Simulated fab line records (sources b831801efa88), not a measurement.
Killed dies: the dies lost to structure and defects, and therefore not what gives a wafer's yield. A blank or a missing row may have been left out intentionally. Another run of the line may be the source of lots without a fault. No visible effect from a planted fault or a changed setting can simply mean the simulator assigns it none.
Which of the tools did it? :: flow gf180mcu :: Sampling: 13 lots, 38 wafers, 2 of 602 route steps

== WHAT THE GAUGES READ, wafer by wafer ==
GF_V1_THK_MEAS_25: measures by xrf.
lot: L863
measured: day 18 13:34
on: film_metro-04
V1_W_THK (nm): 362 352 369

lot: L864
measured: day 19 02:05
on: film_metro-01
V1_W_THK (nm): 353 357 359

lot: L866
measured: day 19 15:40
on: film_metro-04
V1_W_THK (nm): 363 355 354

lot: L867
measured: day 20 02:10
on: film_metro-04
V1_W_THK (nm): 357 355 361

lot: L868
measured: day 20 13:50
on: film_metro-04
V1_W_THK (nm): 357 366 356

lot: L870
measured: day 21 04:38
on: film_metro-02
V1_W_THK (nm): 357 361 359

lot: L871
measured: day 21 13:56
on: film_metro-04
V1_W_THK (nm): 358 349 360

lot: L877
measured: day 23 15:28
on: film_metro-02
V1_W_THK (nm): 369 354 369

lot: L878
measured: day 23 19:04
on: film_metro-04
V1_W_THK (nm): 366 366 364

lot: L881
measured: day 24 23:11
on: film_metro-02
V1_W_THK (nm): 358 355 358

lot: L882
measured: day 25 07:52
on: film_metro-02
V1_W_THK (nm): 367 367

lot: L883
measured: day 25 11:20
on: film_metro-04
V1_W_THK (nm): 361 359 353

lot: L885
measured: day 26 03:44
on: film_metro-02
V1_W_THK (nm): 354 354 356

== WHICH TOOL RAN EACH LOT (tool, then ch and the chambers of the sampled wafers, then the start) ==
lot: L863
GF_V1_CMP_04: cmp-01 ch 0,1,3, day 17 13:31

lot: L864
GF_V1_CMP_04: cmp-01 ch 1,2, day 18 00:59

lot: L866
GF_V1_CMP_04: cmp-02 ch 0,1,2, day 18 14:37

lot: L867
GF_V1_CMP_04: cmp-02 ch 0,1,2, day 19 00:46

lot: L868
GF_V1_CMP_04: cmp-02 ch 0,3, day 19 12:45

lot: L870
GF_V1_CMP_04: cmp-01 ch 1,3, day 20 03:30

lot: L871
GF_V1_CMP_04: cmp-02 ch 0,1,2, day 20 12:28

lot: L877
GF_V1_CMP_04: cmp-01 ch 1,2,3, day 22 14:39

lot: L878
GF_V1_CMP_04: cmp-02 ch 0,1, day 22 18:19

lot: L881
GF_V1_CMP_04: cmp-01 ch 0,1,2, day 23 23:46

lot: L882
GF_V1_CMP_04: cmp-02 ch 2,3, day 24 08:17

lot: L883
GF_V1_CMP_04: cmp-02 ch 1,2,3, day 24 12:14

lot: L885
GF_V1_CMP_04: cmp-02 ch 0,1, day 25 05:21
- GF_V1_CMP_04: polishes SiO2.

== WHAT THE TOOLS THEMSELVES READ (means of the sampled wafers that have a number; where no wafer has one, the mark that the record gives instead) ==
GF_V1_CMP_04.
lot: L863
tool: cmp-01
motor_current_A (A): 11.0
time_to_endpoint_s (s): 82

lot: L864
tool: cmp-01
motor_current_A (A): 12.9
time_to_endpoint_s (s): 77

lot: L866
tool: cmp-02
motor_current_A (A): 12.6
time_to_endpoint_s (s): 81

lot: L867
tool: cmp-02
motor_current_A (A): 12.3
time_to_endpoint_s (s): 81

lot: L868
tool: cmp-02
motor_current_A (A): 12.3
time_to_endpoint_s (s): 84

lot: L870
tool: cmp-01
motor_current_A (A): 12.1
time_to_endpoint_s (s): 85

lot: L871
tool: cmp-02
motor_current_A (A): 12.6
time_to_endpoint_s (s): 79

lot: L877
tool: cmp-01
motor_current_A (A): 12.5
time_to_endpoint_s (s): 78

lot: L878
tool: cmp-02
motor_current_A (A): 12.2
time_to_endpoint_s (s): 74

lot: L881
tool: cmp-01
motor_current_A (A): 12.4
time_to_endpoint_s (s): 82

lot: L882
tool: cmp-02
motor_current_A (A): 13.0
time_to_endpoint_s (s): 86

lot: L883
tool: cmp-02
motor_current_A (A): 12.0
time_to_endpoint_s (s): 80

lot: L885
tool: cmp-02
motor_current_A (A): 11.2
time_to_endpoint_s (s): 78

== THE ANSWER, worked out from the rows above alone ==
Rule: usual is defined by the lots themselves. Put in order of their means at a reading, lots are off if they are a third of the lots or fewer, leave a main group of 4 or more, and stand apart from it by a gap of 3 or more times the standard deviation of the main group's means; of several such gaps the widest counts. Not used: any main group whose means are identical at the precision the tables above print for the reading. Also off: a lot with no number at a reading for which 4 or more lots have one. Any other lot the step has rows for is counted as sound. After the gauges, taken in route order, come the tools' own readings; for these a lot's mean is taken, as printed above. At the first step where some lot is off, the reading lying furthest off is the one used; lots without a number count as furthest.
None of the lots is off at any reading shown; this tells nothing.

== WHAT THE SIMULATOR HAD INSERTED ==
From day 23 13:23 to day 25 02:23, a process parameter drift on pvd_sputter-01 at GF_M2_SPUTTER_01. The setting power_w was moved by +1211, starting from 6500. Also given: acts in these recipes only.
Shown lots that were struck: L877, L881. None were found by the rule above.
